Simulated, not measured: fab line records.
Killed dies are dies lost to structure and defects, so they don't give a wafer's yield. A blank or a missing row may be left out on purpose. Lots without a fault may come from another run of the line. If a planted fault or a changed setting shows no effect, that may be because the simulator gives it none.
A struck lot beside a sound one | flow sfq_line | 42 out of 325 route steps
Sound: these wafers, L246.3, L246.4, L246.6. Struck: wafer L260.1 (left out: L260.3, a lot-mate that was not struck); the cause follows at the end.
Per side, at each step with rows, come the tool, then ch with its chambers, and then its first start. Under that, the readings that differ: sound wafers | struck wafers | difference of the means | sigmas: that difference in standard deviations of wafers without a fault.
alike: words and numbers the same on both sides, and readings whose means are apart by under 2 such deviations; not compared: readings that were withheld, readings missing a value for some wafer, numbers with overlapping values and no deviation given by the record, and bounds like >300 which may hide the same value.
The two part at a step that has a row with sigmas, a row that says differs or no value, or rows on one side only. Non-overlapping numbers with no deviation appear without sigmas and do not part them. A reading missing from all wafers of one side parts the sides only when that side holds two or more wafers.

first, 6 steps without rows for these wafers: SFQ_TRILAYER_M2_LITHO_COAT_062 (resist thk 62 nm); SFQ_TRILAYER_M2_LITHO_COAT_057 (resist thk 600 nm); SFQ_TRILAYER_M2_LITHO_SOFTBAKE_061; SFQ_TRILAYER_M2_LITHO_EXPOSE_058 (exposes mask M2, target cd 500 nm); SFQ_TRILAYER_M2_LITHO_PEB_060 (peb time 60 s); SFQ_TRILAYER_M2_LITHO_DEVELOP_059 (time 60 s).
SFQ_M2_OVL_MEAS_916:
  sound on overlay-01 at day 22 20:02; struck on overlay-02 at day 35 03:55
  alike: M2_OVL
SFQ_TRILAYER_M2_BARC_OPEN_METAL_ETCH_077: etches BARC in O2, target depth 125 nm, time 41.7 s.
  sound on rie_metal-03 ch 0,1, day 22 20:04; struck on rie_metal-03 ch 0, day 35 03:56
  reading                | sound | struck | difference                   | sigmas
  rf_hours_counter_h (h) | - - - | 56     | no value on the sound wafers |
  alike: drypump_motor_current_A, oes_product_au
SFQ_TRILAYER_M2_ETCH_METAL_ETCH_060: etches Nb in Cl2/Ar, stops on SiO2, target depth 240 nm, time 120 s.
  sound on rie_metal-03 ch 0,1, day 22 20:10; struck on rie_metal-03 ch 0, day 35 04:00
  reading                | sound | struck | difference                   | sigmas
  rf_hours_counter_h (h) | - - - | 56     | no value on the sound wafers |
  alike: drypump_motor_current_A, oes_product_au
then, 3 steps without rows for these wafers: SFQ_TRILAYER_M2_STRIP_STRIP_061 (strips in O2); SFQ_TRILAYER_M2_STRIP_SOLV_CLEAN_062 (cleans in NMP, time 600 s); SFQ_TRILAYER_I2_DEP_PECVD_063 (deposits SiO2 from SiH4/N2O, time 111.11 s, target thk 500 nm).
SFQ_TRILAYER_I2_CMP_CMP_064: polishes SiO2.
  sound on cmp-01 ch 0,3, day 23 00:16; struck on cmp-01 ch 2, day 35 08:17
  reading                                             | sound           | struck | difference | sigmas
  model.SiO2_of_TRILAYER_I2_DEP_PECVD_063.thk_nm (nm) | 200.6 200.1 201 | 180.2  | -20.4      |
  alike: edge_zone_pressure_frac, motor_current_A, time_to_endpoint_s
SFQ_I2_BOW_MEAS_917:
  sound on film_metro-02 at day 23 02:49; struck on film_metro-04 at day 35 09:47
  alike: I2_BOW
SFQ_TRILAYER_I2_METRO_MEASURE_065:
  sound on film_metro-02 at day 23 03:17; struck on film_metro-04 at day 35 09:54
  reading     | sound             | struck | difference | sigmas
  thk_nm (nm) | 200.6 199.9 201.0 | 180.3  | -20.2      | -22
then, 6 steps without rows for these wafers: SFQ_TRILAYER_I2_VIA_LITHO_COAT_072 (resist thk 62 nm); SFQ_TRILAYER_I2_VIA_LITHO_COAT_067 (resist thk 650 nm); SFQ_TRILAYER_I2_VIA_LITHO_SOFTBAKE_071; SFQ_TRILAYER_I2_VIA_LITHO_EXPOSE_068 (exposes mask I2, target cd 500 nm); SFQ_TRILAYER_I2_VIA_LITHO_PEB_070 (peb time 60 s); SFQ_TRILAYER_I2_VIA_LITHO_DEVELOP_069 (time 60 s).
-- the record jumps here: 5 days lie between the struck wafers' starts before and after --
SFQ_I2_OVL_MEAS_918:
  sound on overlay-01 at day 29 13:52; struck on overlay-02 at day 40 21:31
  alike: I2_OVL
then, 1 step without rows for these wafers: SFQ_TRILAYER_I2_VIA_BARC_OPEN_VIA_ETCH_096 (etches BARC in O2, target depth 125 nm, time 41.7 s).
SFQ_TRILAYER_I2_VIA_ETCH_VIA_ETCH_070: etches SiO2 in CHF3, stops on Nb, target depth 260 nm.
  sound on rie_diel-03 ch 0,1, day 29 13:56; struck on rie_diel-03 ch 0, day 40 21:35
  reading                        | sound             | struck | difference | sigmas
  oes_product_au (a.u.)          | 0.854 0.846 0.858 | 0.810  | -0.043     | -8
  model.I2.feature_depth_nm (nm) | 200.6 200.1 201   | 180.2  | -20.4      |
  model.etch.depth_nm (nm)       | 200.6 200.1 201   | 180.2  | -20.4      |
  alike: drypump_motor_current_A
SFQ_TRILAYER_I2_VIA_STRIP_STRIP_071: strips in O2.
  sound on rie_metal-02 ch 0,1, day 29 14:15; struck on rie_metal-01 ch 0, day 40 21:42
  reading                | sound | struck | difference                   | sigmas
  rf_hours_counter_h (h) | - - - | 129    | no value on the sound wafers |
  alike: drypump_motor_current_A, oes_product_au
then, 1 step without rows for these wafers: SFQ_TRILAYER_I2_VIA_STRIP_SOLV_CLEAN_072 (cleans in NMP, time 600 s).
SFQ_TRILAYER_M3_DEP_PRE_CLEAN_074: time 22.5 s.
  sound on pvd_sputter-05 at day 29 14:50; struck on pvd_sputter-04 at day 40 22:28
  reading                                             | sound             | struck | difference | sigmas
  model.SiO2_of_TRILAYER_I2_DEP_PECVD_063.thk_nm (nm) | 193.1 192.6 193.5 | 172.7  | -20.4      |
then, 1 step without rows for these wafers: SFQ_TRILAYER_M3_DEP_SPUTTER_073 (material Nb, target thk 200 nm, time 133.3 s).
SFQ_M3_RS_MEAS_919: a four-point-probe measurement.
  sound on film_metro-03 at day 29 15:00; struck on film_metro-03 at day 40 22:35
  alike: M3_NB_RS
then, 6 steps without rows for these wafers: SFQ_TRILAYER_M3_LITHO_COAT_080 (resist thk 62 nm); SFQ_TRILAYER_M3_LITHO_COAT_075 (resist thk 600 nm); SFQ_TRILAYER_M3_LITHO_SOFTBAKE_079; SFQ_TRILAYER_M3_LITHO_EXPOSE_076 (exposes mask M3, target cd 500 nm); SFQ_TRILAYER_M3_LITHO_PEB_078 (peb time 60 s); SFQ_TRILAYER_M3_LITHO_DEVELOP_077 (time 60 s).
-- the record jumps here: 5 days lie between the struck wafers' starts before and after --
SFQ_M3_OVL_MEAS_921:
  sound on overlay-02 at day 35 11:07; struck on overlay-01 at day 45 22:34
  alike: M3_OVL
then, 1 step without rows for these wafers: SFQ_TRILAYER_M3_BARC_OPEN_METAL_ETCH_100 (etches BARC in O2, target depth 125 nm, time 41.7 s).
SFQ_TRILAYER_M3_ETCH_METAL_ETCH_078: etches Nb in Cl2/Ar, stops on SiO2, target depth 240 nm, time 120 s.
  sound on rie_metal-01 ch 0,1, day 35 11:14; struck on rie_metal-01 ch 0, day 45 22:40
  reading                | sound | struck | difference                   | sigmas
  rf_hours_counter_h (h) | - - - | 5      | no value on the sound wafers |
  alike: drypump_motor_current_A, oes_product_au
then, 2 steps without rows for these wafers: SFQ_TRILAYER_M3_STRIP_STRIP_079 (strips in O2); SFQ_TRILAYER_M3_STRIP_SOLV_CLEAN_080 (cleans in NMP, time 600 s).
SFQ_TRILAYER_I3_DEP_PECVD_081: deposits SiO2 from SiH4/N2O, time 111.11 s, target thk 500 nm.
  sound on pecvd-03 ch 0,2, day 35 12:06; struck on pecvd-02 ch 0, day 45 23:35
  reading            | sound    | struck | difference | sigmas
  heater_power_w (W) | 57 96 44 | 119    | +53        | +3
  alike: showerhead_vpp_V, throttle_valve_pct
-- the record jumps here: 35 days lie between the struck wafers' starts before and after --
SFQ_M8_BOW_MEAS_951:
  sound on film_metro-02 at day 74 19:37; struck on film_metro-02 at day 80 19:07
  reading                 | sound             | struck | difference | sigmas
  model.etest.i2.link_ohm | 1.948 1.961 1.949 | 1.944  | -0.009     |
  alike: M8_BOW

== WHERE THEY PART ==
Earliest at SFQ_TRILAYER_M2_BARC_OPEN_METAL_ETCH_077; latest, in this record, at SFQ_TRILAYER_I3_DEP_PECVD_081. Later steps at which nothing parts them and some readings are alike: SFQ_M8_BOW_MEAS_951.

WHY: what had been put in by the simulator
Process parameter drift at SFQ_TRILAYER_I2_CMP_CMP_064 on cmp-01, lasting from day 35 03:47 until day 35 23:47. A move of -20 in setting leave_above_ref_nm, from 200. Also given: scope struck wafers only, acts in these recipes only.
